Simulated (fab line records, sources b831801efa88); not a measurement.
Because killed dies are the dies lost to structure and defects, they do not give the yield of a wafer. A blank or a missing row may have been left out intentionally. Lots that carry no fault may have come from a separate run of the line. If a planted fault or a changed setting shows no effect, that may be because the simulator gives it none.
Chamber matching    flow sky130    SKY_VIA3_ETCH_15 on rie diel-02: 4 sister chambers
The step etches SiO2 in C4F8/O2/Ar, stops on TiN, target depth 507 nm, time 78 s. 4 wafers are shown with their chamber, then 7 later ones without.

== WAFERS PAIRED WITH THEIR CHAMBERS ==
wafer   chamber  run length s (s)
L215.1  2        105.6
L219.6  0        105.6
L222.2  1        105.4
L222.3  3        106.2

== WAFERS WITHOUT THEIR CHAMBER ==
wafer   run length s (s)
L222.5  105.8
L225.3  106.0
L225.4  105.5
L225.5  106.2
L227.1  106.6
L227.3  106.2
L227.4  105.7

== CHAMBER TAKEN BY EACH ==
wafer    from the rows above                 in truth
L222.5   can't be placed: 0 or 2 or 1 or 3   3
L225.3   can't be placed: 3 or 0 or 2        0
L225.4   can't be placed: 0 or 1 or 2        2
L225.5   3                                   3
L227.1   3                                   3
L227.3   3                                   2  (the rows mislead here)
L227.4   can't be placed: 0 or 2 or 1        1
Placed correctly: 2 of 7. These rows do not allow placing 4 (true chamber among the candidates in 4). Placed wrongly: 1.
How it was worked out, from the rows above alone: a wafer's distance from a chamber is the root of the sum, over the readings, of the square of ((its reading less the chamber's mean) divided by the reading's scatter). If the next closest chamber is less than 2 further off than the closest, the wafer can't be placed; otherwise it belongs to the closest. A chamber's mean is the mean of its shown wafers. The scatter: with one shown wafer a chamber, the root of the mean of the squares of how far each hidden wafer lies from its nearest shown one.
